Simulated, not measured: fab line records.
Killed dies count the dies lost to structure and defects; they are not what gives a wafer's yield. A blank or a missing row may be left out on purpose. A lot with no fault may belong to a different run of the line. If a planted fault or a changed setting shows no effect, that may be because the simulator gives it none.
fab line records    flow sky130    part 1 of 2: steps 1 to 26 of 41
record lots=5  wafers=15  lastDay=49
route steps=708 shown RES_PROTECT@209 POLY_GATE@213 LDD_N@237
lots untouched by any fault: they come from a run of this same line in which no faults occurred
startH: the number of hours between the record's first day and the start of the first shown wafer of the lot    waitH: how many hours have passed since the lot's step before this one    " repeats the value in the row above    L1.1+2: a single row standing in for several wafers    - either no value or no given start    * or withheld: withheld    < > ~ a bound
route shown NAME@n: a module of which the file shows steps, and the number in the route of the first    usual: the fault-free wafers' mean and standard deviation    same: alike in all rows    chamber/n: place in a boat    sites: readings site by site    _std_site: the standard deviation of these    _edge_site: inner sites' mean taken away from outer sites' mean    radiusMm: how far each site lies from the wafer's centre    mask NAME#n: copy n    behind: tool/chamber where the wafer was last shaped    hold: the reason the lot was held/the length of the hold in hours/how it ended    device: which transistor (n, p or np) failed to switch    end of line: tests run on the same wafers once the route is complete    step lacking rows: just its recipe    killed: dies lost to structure and defects at the first sort, not the wafer's yield    map: the dies of a wafer, with x for killed, . for not killed, _ for no die there
set.NAME: setting as actually run; set.NAME@STEP: the setting as run at that earlier step    model.NAME: the simulator's own value behind a step, which no gauge read
lots at some steps of the route; a table a step, a row a wafer
services: a tool's chamber out of use, with start hour (startH, from the record's first day; less than 0 if before it), hours out, and reason
## steps
# step SKY_RES_PROTECT_SOFTBAKE_03
# recipe tempC=90  timeS=60  resist=NOVOLAK
lot.wafer   tool           chamber  startH  waitH
L079.3+5+6  lithoTrack-03  0        373.81  0.1
L081.1+2+3  lithoTrack-02  0        393.97  0.1
L083.1+3+6  lithoTrack-01  0        403.52  0.1
L091.3+4+5  lithoTrack-01  0        475.47  0.1
L094.1+2+6  lithoTrack-03  0        498.16  0.1
# step SKY_RES_PROTECT_EXPOSE_04
# recipe maskId=RPM  na=0.6  sourceShape=conventional  sigmaOuter=0.6  polarization=unpolarized  targetCdNm=1270  doseMj=131
# usual focusOffsetNm=0.0/0.61
lot.wafer  tool             chamber  startH  waitH  mask   focusOffsetNm
L079.3     ilineStepper-02  0        -       -      RPM#0  -1.1
L079.5     "                0        "       "      RPM#0  -0.5
L079.6     "                0        "       "      RPM#0  0.5
L081.1     ilineStepper-01  0        -       -      RPM#0  0.1
L081.2     "                0        "       "      RPM#0  0.2
L081.3     "                0        "       "      RPM#0  0.4
L083.1     ilineStepper-02  0        -       -      RPM#0  0.8
L083.3     "                0        "       "      RPM#0  0.6
L083.6     "                0        "       "      RPM#0  0.4
L091.3     ilineStepper-02  0        -       -      RPM#0  -0.2
L091.4     "                0        "       "      RPM#0  -0.1
L091.5     "                0        "       "      RPM#0  0.0
L094.1     ilineStepper-01  0        -       -      RPM#0  -0.8
L094.2     "                0        "       "      RPM#0  -0.2
L094.6     "                0        "       "      RPM#0  0.1
# step SKY_RES_PROTECT_PEB_05
# recipe tempC=withheld  timeS=*  resist=NOVOLAK
lot.wafer   tool           chamber  startH  waitH
L079.3+5+6  lithoTrack-03  0        -       -
L081.1+2+3  lithoTrack-03  0        -       -
L083.1+3+6  lithoTrack-02  0        -       -
L091.3+4+5  lithoTrack-03  0        -       -
L094.1+2+6  lithoTrack-02  0        -       -
# step SKY_RES_PROTECT_DEVELOP_06
# recipe resist=NOVOLAK  developer=TMAH  developTimeS=60  devTempC=23
lot.wafer   tool           chamber  startH  waitH
L079.3+5+6  lithoTrack-03  0        387.86  0.1
L081.1+2+3  lithoTrack-03  0        408.46  0.1
L083.1+3+6  lithoTrack-02  0        418.57  0.1
L091.3+4+5  lithoTrack-03  0        490.56  0.1
L094.1+2+6  lithoTrack-02  0        513.27  0.1
# step SKY_POLY_GATE_IMPLANT_02
# recipe species=P  energyKev=30  doseCm2=7.7e+15  tiltDeg=0
lot.wafer   tool          chamber  startH  waitH
L079.3+5+6  implanter-04  0        388.01  0.1
L081.1+2+3  implanter-04  0        408.61  0.1
L083.1+3+6  implanter-01  0        418.72  0.1
L091.3+4+5  implanter-04  0        490.71  0.1
L094.1+2+6  implanter-03  0        513.42  0.1
# step SKY_RES_PROTECT_STRIP_07
# recipe chemistry=O2/N2  powerW=1400  pressureMtorr=1500  platenTempC=withheld  o2FlowSccm=3000  n2FlowSccm=300  overashFraction=0.5
# usual drypumpMotorCurrentA=5.9/0.57  n2FlowSccm=300.0/0.88  o2FlowSccm=3001/9.1  oesProductAu=0.517/0.0042  stripTimeToEndpointS=23.30/0.037
lot.wafer  tool            chamber  startH  waitH  drypumpMotorCurrentA  n2FlowSccm  o2FlowSccm  oesProductAu  rfHoursCounterH  stripTimeToEndpointS
L079.3     plasmaAsher-04  1        388.14  0.1    6.7                   300.0       3008        0.523         -                23.34
L079.5     "               0        "       "      6.6                   300.1       3001        0.518         -                23.29
L079.6     "               1        "       "      6.7                   298.6       3002        0.514         -                23.31
L081.1     plasmaAsher-02  1        408.76  0.1    5.7                   300.4       2989        0.521         74               23.36
L081.2     "               0        "       "      5.7                   300.7       2997        0.514         74               23.34
L081.3     "               0        "       "      5.7                   300.1       2998        0.518         -                23.33
L083.1     plasmaAsher-03  0        418.87  0.1    4.9                   300.6       2987        0.517         72               23.33
L083.3     "               1        "       "      6.0                   300.1       2994        0.525         -                23.28
L083.6     "               0        "       "      4.9                   299.5       2992        0.510         -                23.26
L091.3     plasmaAsher-03  0        490.84  0.1    4.9                   299.9       2990        0.512         -                23.33
L091.4     "               1        "       "      6.0                   299.0       2996        0.515         -                23.31
L091.5     "               1        "       "      6.0                   300.7       2999        0.515         -                23.28
L094.1     plasmaAsher-02  0        513.57  0.1    5.7                   300.0       3017        0.518         9                23.22
L094.2     "               1        "       "      5.7                   298.4       3006        0.516         9                23.25
L094.6     "               1        "       "      5.7                   300.3       3012        0.520         -                23.31
# step SKY_RES_PROTECT_TW_MEAS_08
# usual POLY_GATE_TW=3996/45
lot.wafer  tool          chamber  startH  waitH  POLY_GATE_TW
L079.3     filmMetro-01  -        388.23  0.1    4027
L079.5     "             -        "       "      4029
L079.6     "             -        "       "      4029
L081.1     filmMetro-03  -        408.86  0.1    3990
L081.2     "             -        "       "      3973
L081.3     "             -        "       "      3983
L083.1     filmMetro-03  -        418.97  0.1    3985
L083.3     "             -        "       "      3969
L083.6     "             -        "       "      3978
L091.3     filmMetro-01  -        490.93  0.1    4049
L091.4     "             -        "       "      4031
L091.5     "             -        "       "      4031
L094.1     filmMetro-04  -        513.67  0.1    4061
L094.2     "             -        "       "      4063
L094.6     "             -        "       "      4063
# step SKY_RES_PROTECT_CLEAN_09
# recipe chemistry=SC1/SC2  mix=1:4:20  tempC=70  timeS=150  dry=n2Spin
# usual tempC=70.02/0.11
lot.wafer  tool         chamber  startH  waitH  tempC
L079.3     wetBench-04  1        388.27  0.0    70.05
L079.5     "            1        "       "      70.00
L079.6     "            1        "       "      70.08
L081.1     wetBench-03  1        408.92  0.1    70.09
L081.2     "            1        "       "      70.26
L081.3     "            1        "       "      70.09
L083.1     wetBench-04  1        419.03  0.1    69.86
L083.3     "            1        "       "      70.01
L083.6     "            1        "       "      69.92
L091.3     wetBench-03  1        490.97  0.0    70.03
L091.4     "            1        "       "      70.05
L091.5     "            1        "       "      70.17
L094.1     wetBench-04  1        513.73  0.1    70.00
L094.2     "            1        "       "      69.95
L094.6     "            1        "       "      69.98
# step SKY_POLY_GATE_CVD_03
# recipe material=Si3N4  precursor=DCS/NH3  targetThkNm=75  tempC=770  timeS=1290  pressureMtorr=250
# usual spikeTcBottomC=795.8/2.1  zonePowerTopPct=28.1/0.68
lot.wafer  tool      chamber  startH  waitH  spikeTcBottomC  zonePowerTopPct
L079.3     lpcvd-02  0        394.51  6.2    794.5           28.9
L079.5     "         0        "       "      793.8           28.7
L079.6     "         0        "       "      794.0           29.0
L081.1     lpcvd-02  0        409.67  0.7    792.9           28.8
L081.2     "         0        "       "      795.1           29.0
L081.3     "         0        "       "      795.7           28.6
L083.1     lpcvd-02  1        420.64  1.6    796.7           27.7
L083.3     "         1        "       "      798.6           27.3
L083.6     "         1        "       "      797.3           27.3
L091.3     lpcvd-02  0        491.24  0.2    793.6           28.6
L091.4     "         0        "       "      792.6           28.8
L091.5     "         0        "       "      790.8           28.6
L094.1     lpcvd-02  0        513.78  0.0    793.9           28.5
L094.2     "         0        "       "      793.3           29.0
L094.6     "         0        "       "      792.6           29.2
# step SKY_POLY_GATE_THK_MEAS_04
# recipe reads=Si3N4_of_POLY_GATE_CVD_03
# usual POLY_GATE_CVD_03_THK=74.7/0.67
lot.wafer  tool          chamber  startH  waitH  POLY_GATE_CVD_03_THK[nm]
L079.3     filmMetro-03  -        396.57  0.0    75.1
L079.5     "             -        "       "      75.3
L079.6     "             -        "       "      74.3
L081.1     filmMetro-03  -        411.03  0.0    73.7
L081.2     "             -        "       "      73.6
L081.3     "             -        "       "      72.6
L083.1     filmMetro-02  -        422.01  0.0    73.9
L083.3     "             -        "       "      73.8
L083.6     "             -        "       "      73.6
L091.3     filmMetro-03  -        492.62  0.0    74.1
L091.4     "             -        "       "      74.8
L091.5     "             -        "       "      74.6
L094.1     filmMetro-02  -        515.14  0.0    75.1
L094.2     "             -        "       "      74.8
L094.6     "             -        "       "      74.5
# step SKY_POLY_GATE_DEHYDRATE_05
# recipe tempC=200  timeS=60
lot.wafer   tool           chamber  startH  waitH
L079.3+5+6  lithoTrack-04  0        410.26  13.7
L081.1+2+3  lithoTrack-03  0        425.86  14.8
L083.1+3+6  lithoTrack-04  0        437.01  15.0
L091.3+4+5  lithoTrack-04  0        507.16  14.5
L094.1+2+6  lithoTrack-01  0        529.47  14.3
# step SKY_POLY_GATE_HMDS_06
# recipe primeTimeS=60  primeTempC=120
lot.wafer   tool           chamber  startH  waitH
L079.3+5+6  lithoTrack-04  0        410.41  0.1
L081.1+2+3  lithoTrack-03  0        426.01  0.1
L083.1+3+6  lithoTrack-04  0        437.16  0.1
L091.3+4+5  lithoTrack-04  0        507.31  0.1
L094.1+2+6  lithoTrack-01  0        529.62  0.1
# step SKY_POLY_GATE_COAT_07
# recipe resist=BARC  tempC=withheld  timeS=withheld  spinRpm=3000  resistThkNm=110
lot.wafer   tool           chamber  startH  waitH
L079.3+5+6  lithoTrack-04  0        410.56  0.1
L081.1+2+3  lithoTrack-03  0        426.16  0.1
L083.1+3+6  lithoTrack-04  0        437.31  0.1
L091.3+4+5  lithoTrack-04  0        507.46  0.1
L094.1+2+6  lithoTrack-01  0        529.76  0.1
# step SKY_POLY_GATE_COAT_08
# recipe resist=KrF-thick  spinRpm=3000  resistThkNm=450
lot.wafer   tool           chamber  startH  waitH
L079.3+5+6  lithoTrack-04  0        -       -
L081.1+2+3  lithoTrack-03  0        -       -
L083.1+3+6  lithoTrack-04  0        -       -
L091.3+4+5  lithoTrack-04  0        -       -
L094.1+2+6  lithoTrack-01  0        -       -
# step SKY_POLY_GATE_SOFTBAKE_09
# recipe tempC=100  timeS=90  resist=KrF-thick
lot.wafer   tool           chamber  startH  waitH
L079.3+5+6  lithoTrack-04  0        -       -
L081.1+2+3  lithoTrack-03  0        -       -
L083.1+3+6  lithoTrack-04  0        -       -
L091.3+4+5  lithoTrack-04  0        -       -
L094.1+2+6  lithoTrack-01  0        -       -
# step SKY_POLY_GATE_EXPOSE_10
# recipe maskId=P1M  na=0.68  sourceShape=conventional  sigmaOuter=0.6  targetCdNm=150  doseMj=28
# usual focusOffsetNm=0.0/0.5
lot.wafer  tool           chamber  startH  waitH  mask   focusOffsetNm
L079.3     krfScanner-01  0        -       -      P1M#0  -0.3
L079.5     "              0        "       "      P1M#0  0.7
L079.6     "              0        "       "      P1M#0  0.4
L081.1     krfScanner-02  0        -       -      P1M#0  0.2
L081.2     "              0        "       "      P1M#0  0.3
L081.3     "              0        "       "      P1M#0  0.0
L083.1     krfScanner-02  0        -       -      P1M#0  0.9
L083.3     "              0        "       "      P1M#0  0.1
L083.6     "              0        "       "      P1M#0  0.2
L091.3     krfScanner-02  0        -       -      P1M#0  0.5
L091.4     "              0        "       "      P1M#0  -0.2
L091.5     "              0        "       "      P1M#0  0.0
L094.1     krfScanner-02  0        -       -      P1M#0  -0.2
L094.2     "              0        "       "      P1M#0  0.7
L094.6     "              0        "       "      P1M#0  0.1
# step SKY_POLY_GATE_PEB_11
# recipe pebTempC=withheld  pebTimeS=withheld  resist=KrF-thick
lot.wafer   tool           chamber  startH  waitH
L079.3+5+6  lithoTrack-04  0        -       -
L081.1+2+3  lithoTrack-01  0        -       -
L083.1+3+6  lithoTrack-03  0        -       -
L091.3+4+5  lithoTrack-01  0        -       -
L094.1+2+6  lithoTrack-01  0        -       -
# step SKY_POLY_GATE_DEVELOP_12
# recipe developTimeS=60  resist=KrF-thick  devTempC=21
lot.wafer   tool           chamber  startH  waitH
L079.3+5+6  lithoTrack-04  0        -       -
L081.1+2+3  lithoTrack-01  0        -       -
L083.1+3+6  lithoTrack-03  0        -       -
L091.3+4+5  lithoTrack-01  0        -       -
L094.1+2+6  lithoTrack-01  0        -       -
# step SKY_POLY_GATE_CD_MEAS_13
# recipe targetCdNm=150
# usual cdNm=149.9/1.4
lot.wafer  tool      chamber  startH  waitH  cdNm
L079.3     cdSem-02  -        426.90  -      151.2
L079.5     "         -        "       "      151.9
L079.6     "         -        "       "      151.7
L081.1     cdSem-01  -        441.72  -      147.0
L081.2     "         -        "       "      146.7
L081.3     "         -        "       "      147.2
L083.1     cdSem-02  -        453.21  -      149.5
L083.3     "         -        "       "      152.0
L083.6     "         -        "       "      149.3
L091.3     cdSem-02  -        523.06  -      151.8
L091.4     "         -        "       "      151.8
L091.5     "         -        "       "      151.9
L094.1     cdSem-02  -        545.01  -      151.9
L094.2     "         -        "       "      152.1
L094.6     "         -        "       "      152.1
# step SKY_POLY_GATE_OVL_MEAS_14
# usual POLY_GATE_OVL=-3/5
lot.wafer  tool        chamber  startH  waitH  POLY_GATE_OVL[nm]
L079.3     overlay-01  -        426.99  0.1    -1
L079.5     "           -        "       "      -3
L079.6     "           -        "       "      -3
L081.1     overlay-01  -        441.84  0.1    -8
L081.2     "           -        "       "      -7
L081.3     "           -        "       "      -8
L083.1     overlay-01  -        453.33  0.1    0
L083.3     "           -        "       "      5
L083.6     "           -        "       "      7
L091.3     overlay-01  -        523.15  0.1    0
L091.4     "           -        "       "      1
L091.5     "           -        "       "      5
L094.1     overlay-02  -        545.13  0.1    -4
L094.2     "           -        "       "      -1
L094.6     "           -        "       "      -5
# step SKY_POLY_GATE_ETCH_15
# recipe chemistry=N2/H2  target=BARC  ionEnergyEv=200  sourceW=500  biasW=100  pressureMtorr=30  n2FlowSccm=100  h2FlowSccm=200  stopOn=SiO2  timeS=118.5  targetDepthA=1100
# usual drypumpMotorCurrentA=5.9/0.42  h2FlowSccm=200.0/0.67  n2FlowSccm=99.99/0.28  oesProductAu=0.716/0.0048  throttleValvePct=13.214/0.0095
lot.wafer  tool        chamber  startH  waitH  drypumpMotorCurrentA  h2FlowSccm  n2FlowSccm  oesProductAu  rfHoursCounterH  throttleValvePct
L079.3     rieDiel-02  0        427.01  0.0    6.0                   200.4       100.10      0.705         60               13.206
L079.5     "           1        "       "      5.3                   201.3       99.98       0.713         -                13.206
L079.6     "           2        "       "      6.5                   200.5       100.16      0.718         -                13.201
L081.1     rieDiel-02  1        441.87  0.0    5.2                   198.7       99.74       0.710         89               13.205
L081.2     "           0        "       "      6.0                   200.5       99.73       0.719         61               13.217
L081.3     "           2        "       "      6.5                   199.5       99.94       0.714         16               13.218
L083.1     rieDiel-02  0        453.37  0.0    6.0                   199.5       99.73       0.708         61               13.214
L083.3     "           2        "       "      6.6                   201.0       99.97       0.711         17               13.226
L083.6     "           2        "       "      6.6                   201.0       99.77       0.720         -                13.200
L091.3     rieDiel-04  2        523.17  0.0    6.7                   199.7       100.67      0.710         31               13.211
L091.4     "           1        "       "      5.7                   199.0       99.86       0.719         58               13.232
L091.5     "           3        "       "      5.8                   200.6       100.11      0.723         -                13.222
L094.1     rieDiel-03  2        545.17  0.0    5.9                   201.3       99.95       0.711         20               13.224
L094.2     "           3        "       "      6.1                   200.2       100.05      0.713         3                13.207
L094.6     "           2        "       "      5.9                   199.4       99.95       0.716         -                13.203
# step SKY_POLY_GATE_ETCH_16
# recipe stopOn=poly-Si  chemistry=CH3F/O2  target=Si3N4  sourceW=400  biasW=80  pressureMtorr=25  ch3fFlowSccm=40  O2_flow_sccm=30  timeS=147.5  targetDepthA=750
# usual ch3fFlowSccm=40.01/0.12  drypumpMotorCurrentA=5.9/0.42  oesProductAu=0.640/0.0051  throttleValvePct=10.535/0.01
lot.wafer  tool        chamber  startH  waitH  ch3fFlowSccm  drypumpMotorCurrentA  oesProductAu  rfHoursCounterH  throttleValvePct
L079.3     rieDiel-02  0        427.10  0.0    40.32         6.0                   0.645         60               10.525
L079.5     "           1        "       "      40.02         5.2                   0.640         -                10.549
L079.6     "           2        "       "      40.11         6.5                   0.637         -                10.521
L081.1     rieDiel-02  1        441.95  0.0    39.84         5.2                   0.627         89               10.523
L081.2     "           0        "       "      40.02         6.0                   0.636         61               10.532
L081.3     "           2        "       "      40.05         6.5                   0.632         17               10.540
L083.1     rieDiel-02  0        453.45  0.0    39.99         6.0                   0.639         61               10.537
L083.3     "           2        "       "      39.95         6.5                   0.632         17               10.540
L083.6     "           2        "       "      39.95         6.5                   0.635         -                10.528
L091.3     rieDiel-04  2        523.25  0.0    40.18         6.6                   0.642         31               10.536
L091.4     "           1        "       "      40.18         5.7                   0.635         58               10.532
L091.5     "           3        "       "      40.25         5.8                   0.636         -                10.539
L094.1     rieDiel-03  2        545.25  0.0    39.98         5.8                   0.646         20               10.541
L094.2     "           3        "       "      40.16         6.2                   0.635         3                10.527
L094.6     "           2        "       "      40.15         5.9                   0.648         -                10.550
# step SKY_POLY_GATE_ETCH_17
# recipe targetDepthNm=180  stopOn=SiO2  overEtchFrac=0.56667  chemistry=HBr/Cl2  target=poly-Si  icpW=400  biasW=100  pressureMtorr=10  HBr_flow_sccm=150  Cl2_flow_sccm=50  timeS=70.5
# usual drypumpMotorCurrentA=5.70/0.26  oesProductAu=0.987/0.0089  throttleValvePct=33.683/0.0093
lot.wafer  tool      chamber  startH  waitH  drypumpMotorCurrentA  oesProductAu  rfHoursCounterH  throttleValvePct
L079.3     rieSi-01  0        427.19  0.0    5.95                  0.985         3                33.679
L079.5     "         3        "       "      5.88                  0.991         -                33.689
L079.6     "         2        "       "      5.90                  0.993         -                33.683
L081.1     rieSi-01  3        442.05  0.0    5.95                  0.987         7                33.686
L081.2     "         0        "       "      5.97                  0.979         3                33.666
L081.3     "         1        "       "      5.59                  0.974         1                33.694
L083.1     rieSi-01  3        453.55  0.0    5.97                  0.988         7                33.685
L083.3     "         0        "       "      5.99                  0.977         3                33.685
L083.6     "         1        "       "      5.56                  0.987         -                33.677
L091.3     rieSi-01  1        523.35  0.0    5.59                  0.991         2                33.680
L091.4     "         1        "       "      5.59                  0.992         -                33.674
L091.5     "         2        "       "      5.87                  0.982         -                33.687
L094.1     rieSi-02  2        545.35  0.0    5.56                  1.003         18               33.673
L094.2     "         0        "       "      5.26                  0.997         3                33.682
L094.6     "         2        "       "      5.59                  1.000         -                33.685
# step SKY_POLY_GATE_STRIP_18
# recipe chemistry=O2/N2  powerW=1400  pressureMtorr=1500  platenTempC=withheld  o2FlowSccm=3000  n2FlowSccm=300  overashFraction=0.5
# usual drypumpMotorCurrentA=6.0/0.69  n2FlowSccm=300.1/0.83  o2FlowSccm=2998/8.2  oesProductAu=0.361/0.0053  stripTimeToEndpointS=3.18/0.035
lot.wafer  tool            chamber  startH  waitH  drypumpMotorCurrentA  n2FlowSccm  o2FlowSccm  oesProductAu  rfHoursCounterH  stripTimeToEndpointS
L079.3     plasmaAsher-04  1        427.28  0.1    6.7                   299.5       2993        0.358         -                3.21
L079.5     "               1        "       "      6.7                   298.9       2998        0.362         -                3.20
L079.6     "               0        "       "      6.5                   300.1       2999        0.368         -                3.19
L081.1     plasmaAsher-02  1        442.11  0.0    5.7                   300.0       2995        0.361         1                3.14
L081.2     "               0        "       "      5.7                   300.9       3009        0.358         1                3.24
L081.3     "               0        "       "      5.7                   300.3       2999        0.366         -                3.20
L083.1     plasmaAsher-02  1        453.60  0.0    5.6                   299.7       3013        0.355         2                3.18
L083.3     "               1        "       "      5.7                   299.1       2995        0.362         -                3.22
L083.6     "               1        "       "      5.7                   299.4       3010        0.366         -                3.23
L091.3     plasmaAsher-01  1        523.44  0.1    6.2                   301.9       3001        0.365         -                3.22
L091.4     "               0        "       "      4.7                   300.4       2989        0.360         -                3.19
L091.5     "               1        "       "      6.2                   299.3       2994        0.368         -                3.21
L094.1     plasmaAsher-02  1        545.41  0.0    5.7                   301.0       2986        0.358         12               3.22
L094.2     "               0        "       "      5.6                   299.1       3015        0.354         12               3.19
L094.6     "               0        "       "      5.7                   300.4       3004        0.358         -                3.18
# step SKY_POLY_GATE_CLEAN_19
# recipe chemistry=SC1/SC2  mix=1:4:20  tempC=70  timeS=150  dry=n2Spin
# usual tempC=69.99/0.099
lot.wafer  tool         chamber  startH  waitH  tempC
L079.3     wetBench-02  3        427.35  0.0    70.15
L079.5     "            3        "       "      70.17
L079.6     "            3        "       "      69.96
L081.1     wetBench-02  0        442.21  0.1    69.95
L081.2     "            0        "       "      70.02
L081.3     "            0        "       "      69.89
L083.1     wetBench-02  2        453.70  0.1    69.85
L083.3     "            2        "       "      69.97
L083.6     "            2        "       "      69.90
L091.3     wetBench-01  0        523.51  0.0    70.09
L091.4     "            0        "       "      70.00
L091.5     "            0        "       "      69.94
L094.1     wetBench-02  1        545.51  0.1    69.85
L094.2     "            1        "       "      70.01
L094.6     "            1        "       "      69.99
# step SKY_POLY_GATE_OXIDATION_20
# recipe tempC=850  ambient=O2  stabiliseS=600  purgeS=300  targetThkA=40  oxTimeS=899
# usual spikeTcBottomC=868/3.4  tube_center_temp_C_max=852.2/0.36  zonePowerTopPct=33.7/0.41
# same oxTimeS=899
lot.wafer  tool        chamber  startH  waitH  spikeTcBottomC  tube_center_temp_C_max  zonePowerTopPct
L079.3     furnace-02  0        428.45  1.0    871             852.0                   34.4
L079.5     "           0        "       "      871             851.8                   33.6
L079.6     "           0        "       "      872             851.9                   34.0
L081.1     furnace-02  0        445.63  3.4    872             852.2                   34.1
L081.2     "           0        "       "      870             851.8                   34.1
L081.3     "           0        "       "      870             852.3                   33.8
L083.1     furnace-01  0        454.85  1.1    864             851.7                   33.6
L083.3     "           0        "       "      864             852.2                   33.3
L083.6     "           0        "       "      865             851.9                   33.4
L091.3     furnace-02  0        523.61  0.0    870             851.9                   34.0
L091.4     "           0        "       "      872             852.1                   33.5
L091.5     "           0        "       "      870             852.3                   34.1
L094.1     furnace-02  0        545.56  0.0    870             852.2                   34.1
L094.2     "           0        "       "      871             851.9                   34.2
L094.6     "           0        "       "      869             852.0                   33.8
